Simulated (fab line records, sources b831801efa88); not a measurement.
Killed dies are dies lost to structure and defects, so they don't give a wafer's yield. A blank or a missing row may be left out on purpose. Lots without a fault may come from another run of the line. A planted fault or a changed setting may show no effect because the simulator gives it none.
Problem report in the 8D (eight disciplines) form, filled by code | flow gf180mcu | the parts of the form that need people (team, actions taken, sign-off) are left out

1. THE PROBLEM
exposure_dose_mJ_cm2 at GF_MIM_EXPOSE_16 reads a mean of 134.37 on 6 wafers of 2 lots; wafers without a fault read 139.99 with a standard deviation of 0.13. That is -43 standard deviations from the usual mean.
The step: exposes mask FuseTop, target cd 2000 nm.
First seen on wafer L871.2, day 27 18:35, on iline_stepper-02. The record holds 36 wafers of 12 lots with a number at this step. Rule for "out", or "out of limits": more than 4 standard deviations from the usual mean. The other wafers with a number count as sound.

2. WHAT IT IS AND WHAT IT IS NOT
question                    | is                     | is not
which readings at this step | exposure_dose_mJ_cm2   | -
which lots                  | L871, L875             | L865, L866, L867, L878, L879, L880, L885, L886, L887, L888
which wafers of those lots  | all that have a number | -
read on which tools         | iline_stepper-02       | iline_stepper-01
when                        | from day 27 18:35      | up to then (9 sound wafers); but 21 sound wafers of L878, L879, L880, L885, L886, L887, L888 came after

3. SUSPECTS, AND WHAT RULES EACH OUT
Counting: a tool at a process step up to the reading stays a suspect if it ran every lot that is out and no sound lot after the first of them.
- plasma_asher-03 at GF_V3_STRIP_18 (strips in O2/N2): ruled out as a lasting fault. Sound lots L879, L880, L886, L887 ran on it after its first lot that is out, L871 (day 25 08:43).
- cmp-01 at GF_V3_CMP_26 (polishes, stops on SiO2, t overpolish 15 s, target thk 0 nm): ruled out as a lasting fault. Sound lots L879, L880, L885, L887, L888 ran on it after its first lot that is out, L871 (day 25 09:42).
- iline_stepper-02 at GF_MIM_EXPOSE_16 (exposes mask FuseTop, target cd 2000 nm): kept. It ran every lot that is out, first L871 (day 27 18:35), and no sound lot after that; its last sound lot up to then is L865 (day 25 16:37). Its own readings are out on those wafers: exposure_dose_mJ_cm2.
Left after counting: iline_stepper-02 at GF_MIM_EXPOSE_16.

4. THE CAUSE (what the simulator had put in)
Process parameter drift: iline_stepper-02, from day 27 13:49 on, at GF_MIM_EXPOSE_16. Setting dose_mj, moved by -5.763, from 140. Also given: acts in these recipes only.
Counting left only this tool.

5. THE CHAIN OF EFFECTS, in route order
Each row: a reading whose mean over the struck wafers that have a number lies more than 3 standard deviations from the usual. Only readings for which the record gives a usual standard deviation are gone through. hours: the time from each lot's start at the first step in this table that gives one to its start at this step, as a median over the lots. sigmas: the change in usual standard deviations.
hours | step             | reading              | usual  | on struck wafers | change | sigmas
0     | GF_MIM_EXPOSE_16 | exposure_dose_mJ_cm2 | 139.99 | 134.37           | -5.62  | -43
The process steps in it:
- GF_MIM_EXPOSE_16: exposes mask FuseTop, target cd 2000 nm.

6. WHAT WOULD HAVE CAUGHT IT SOONER
In this record the first reading out of limits was taken at day 27 18:35, 5 hours after the fault began at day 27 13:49.
